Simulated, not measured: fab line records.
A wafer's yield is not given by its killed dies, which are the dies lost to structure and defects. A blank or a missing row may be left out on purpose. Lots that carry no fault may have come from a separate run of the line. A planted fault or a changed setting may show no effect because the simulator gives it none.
What tool caused it? -- flow sky130 -- Sampling: 12 lots, 36 wafers, 5 of 708 route steps

== WHAT EACH GAUGE READ, for each wafer ==
SKY_VT_ADJUST_HVTP_OVL_MEAS_08. Usual: VT_ADJUST_HVTP_OVL gives -1.7 nm (standard deviation 1.3).
lot,measured,on,VT_ADJUST_HVTP_OVL (nm),flag
L737,day 6 14:19,overlay-02,-3.7 -2.1 -3.6,
L738,day 6 21:56,overlay-01,-2.1 -1.6 -3.9,
L739,day 6 22:14,overlay-02,-1.5 -3.1 -3.4,
L740,day 7 06:25,overlay-02,-2.7 -1.6 -2.4,
L741,day 7 10:54,overlay-01,0.0 -0.6 -1.5,
L746,day 8 19:28,overlay-01,-0.4 0.1 -2.4,
L751,day 10 03:20,overlay-02,-0.9 -0.4 -1.9,
L752,day 10 10:14,overlay-02,-1.5 -0.5 -2.2,
L753,day 10 14:28,overlay-01,-1.7 -2.6 -3.0,
L757,day 11 21:05,overlay-01,-1.8 -0.4 -0.5,
L758,day 12 00:34,overlay-01,-0.9 0.0 -0.5,
L759,day 12 08:50,overlay-02,-1.5 -2.2 -1.2,

SKY_VT_ADJUST_NCORE_TW_MEAS_11. Usual: VT_ADJUST_NCORE_TW gives 218.3 (standard deviation 1.6).
lot,measured,on,VT_ADJUST_NCORE_TW,flag
L737,day 9 03:16,filmMetro-01,217.5 217.5 217.3,
L738,day 9 12:17,filmMetro-02,218.0 217.3 217.1,
L739,day 9 12:58,filmMetro-04,220.7 222.3 221.6,
L740,day 9 22:35,filmMetro-02,217.7 217.3 217.9,
L741,day 10 02:36,filmMetro-02,216.9 216.5 218.0,
L746,day 11 16:29,filmMetro-02,218.2 218.0 217.2,
L751,day 13 02:21,filmMetro-04,221.8 223.0 221.9,
L752,day 13 11:14,filmMetro-02,222.8 222.8 222.8,
L753,day 13 14:39,filmMetro-01,222.7 222.3 222.4,
L757,day 15 01:00,filmMetro-01,217.8 217.8 217.1,
L758,day 15 05:50,filmMetro-02,218.2 218.8 218.5,
L759,day 15 14:12,filmMetro-04,221.4 221.6 220.8,

SKY_VT_ADJUST_HVTR_CD_MEAS_07 targets a cd of 380 nm. Usual: cdNm 380.6 nm, standard deviation 2.4.
lot,measured,on,cdNm (nm),flag
L737,day 10 01:41,cdSem-01,381.3 380.1 377.0,
L738,day 10 10:55,cdSem-02,377.2 380.5 380.0,
L739,day 10 11:14,cdSem-02,374.8 376.6 374.8,
L740,day 10 21:23,cdSem-01,379.0 377.6 376.6,
L741,day 11 00:46,cdSem-02,380.3 379.2 378.6,
L746,day 12 15:55,cdSem-01,380.3 381.0 379.6,
L751,day 14 04:02,cdSem-01,383.1 382.6 383.8,
L752,day 14 13:13,cdSem-01,379.6 379.7 378.6,
L753,day 14 17:36,cdSem-02,382.3 380.7 381.6,
L757,day 16 03:10,cdSem-01,379.0 379.7 381.3,
L758,day 16 08:25,cdSem-02,380.6 380.7 379.0,
L759,day 16 17:12,cdSem-02,380.8 379.6 379.4,

== EACH LOT AND THE TOOL THAT RAN IT (in order: tool; ch and the chambers of the sampled wafers; start) ==
lot,SKY_VT_ADJUST_LVTN_STRIP_20,SKY_VT_ADJUST_NCORE_IMPLANT_09
L737,"plasmaAsher-01 ch 1, day 8 06:02","implanter-01 ch 0, day 9 03:02"
L738,"plasmaAsher-04 ch 0,1, day 8 14:25","implanter-03 ch 0, day 9 12:04"
L739,"plasmaAsher-03 ch 0,1, day 8 14:54","implanter-01 ch 0, day 9 12:43"
L740,"plasmaAsher-01 ch 1, day 9 00:16","implanter-03 ch 0, day 9 22:22"
L741,"plasmaAsher-04 ch 0,1, day 9 04:16","implanter-01 ch 0, day 10 02:21"
L746,"plasmaAsher-01 ch 0,1, day 10 16:13","implanter-01 ch 0, day 11 16:14"
L751,"plasmaAsher-01 ch 0, day 12 01:53","implanter-03 ch 0, day 13 02:06"
L752,"plasmaAsher-01 ch 0,1, day 12 10:40","implanter-01 ch 0, day 13 11:01"
L753,"plasmaAsher-01 ch 0,1, day 12 13:44","implanter-01 ch 0, day 13 14:26"
L757,"plasmaAsher-03 ch 0,1, day 13 22:52","implanter-03 ch 0, day 15 00:45"
L758,"plasmaAsher-01 ch 0,1, day 14 02:55","implanter-03 ch 0, day 15 05:37"
L759,"plasmaAsher-01 ch 0,1, day 14 11:48","implanter-03 ch 0, day 15 13:59"
- SKY_VT_ADJUST_LVTN_STRIP_20: strips in O2/N2.
- SKY_VT_ADJUST_NCORE_IMPLANT_09

== WHAT THE TOOLS THEMSELVES READ (means of the sampled wafers that have a number; where no wafer has one, the mark that the record gives instead) ==
SKY_VT_ADJUST_LVTN_STRIP_20. Usual: drypumpMotorCurrentA 5.4 A, standard deviation 0.35; oesProductAu 0.715 a.u., standard deviation 0.0047; stripTimeToEndpointS 14.19 s, standard deviation 0.048.
lot,tool,drypumpMotorCurrentA (A),oesProductAu (a.u.),stripTimeToEndpointS (s),flag
L737,plasmaAsher-01,5.3,0.711,14.18,
L738,plasmaAsher-04,5.3,0.721,14.12,
L739,plasmaAsher-03,5.9,0.710,14.15,
L740,plasmaAsher-01,5.3,0.717,14.11,
L741,plasmaAsher-04,5.1,0.717,14.27,
L746,plasmaAsher-01,5.4,0.717,14.23,
L751,plasmaAsher-01,5.4,0.711,14.26,
L752,plasmaAsher-01,5.3,0.713,14.21,
L753,plasmaAsher-01,5.4,0.720,14.23,
L757,plasmaAsher-03,5.6,0.714,14.16,
L758,plasmaAsher-01,5.3,0.714,14.20,
L759,plasmaAsher-01,5.4,0.713,14.15,

SKY_VT_ADJUST_NCORE_IMPLANT_09. Usual: beamEnergyKeV 10.001, standard deviation 0.0032; beamOnS 9.99 s, standard deviation 0.19; endStationPressureTorr 5.04e-06 Torr, standard deviation 2.8e-07; faradayCurrentUA 13.55, standard deviation 0.25.
lot,tool,beamEnergyKeV,beamOnS (s),endStationPressureTorr (Torr),faradayCurrentUA,flag
L737,implanter-01,10.002,9.89,5.16e-06,13.68,
L738,implanter-03,10.003,9.98,5.04e-06,13.60,
L739,implanter-01,10.001,9.93,4.89e-06,13.64,
L740,implanter-03,10.003,10.16,5.13e-06,13.34,
L741,implanter-01,10.004,9.93,5.10e-06,13.61,
L746,implanter-01,10.001,10.18,5.22e-06,13.30,
L751,implanter-03,9.998,10.03,5.36e-06,13.46,
L752,implanter-01,9.999,10.84,6.01e-05,12.07,OFF
L753,implanter-01,9.999,10.77,6.37e-05,12.11,OFF
L757,implanter-03,10.003,9.98,5.21e-06,13.60,
L758,implanter-03,10.002,9.95,5.02e-06,13.60,
L759,implanter-03,10.004,9.90,4.95e-06,13.66,

== THE ANSWER, worked out from the rows above alone ==
Rule: take the mean of a lot's wafers that have a number; if it is more than 3 standard deviations from the usual mean, the lot is off. Also off: a lot with no number at a reading for which 4 or more lots have one. All remaining lots with rows at the step are treated as sound. Order of review: gauges by route order, followed by the tools' own readings, for which a lot's mean as printed above is used. The first step at which some lot is off is used, and at that step the reading that is off furthest; a lot without a number counts as furthest.
Off: L752, L753, at SKY_VT_ADJUST_NCORE_IMPLANT_09 (endStationPressureTorr).
If a tool, at that step or one of the process steps before it, ran each lot that is off and ran no sound lot following the first of them, it fits. One fits: implanter-01 at SKY_VT_ADJUST_NCORE_IMPLANT_09. A fault onset in the window from L746 (day 11 16:14, its last sound lot) to L752 (day 13 11:01, its first lot off) fits.
The tool's own readings at SKY_VT_ADJUST_NCORE_IMPLANT_09 bear it out: on the lots that are off they differ by more than 5 times the standard deviation of the sound lots' means. beamOnS reads 10.80 s there against 9.99 s on the sound lots; endStationPressureTorr reads 6.19e-05 Torr there against 5.11e-06 Torr on the sound lots; faradayCurrentUA reads 12.09 there against 13.55 on the sound lots.

== WHAT THE SIMULATOR PUT IN ==
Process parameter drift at SKY_VT_ADJUST_NCORE_IMPLANT_09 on implanter-01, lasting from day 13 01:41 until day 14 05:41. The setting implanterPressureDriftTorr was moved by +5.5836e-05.
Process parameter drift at SKY_VT_ADJUST_NCORE_IMPLANT_09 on implanter-01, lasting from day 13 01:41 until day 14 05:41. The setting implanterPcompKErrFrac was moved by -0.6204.
Struck lots among those shown: L752, L753. This agrees with what the rule above found.
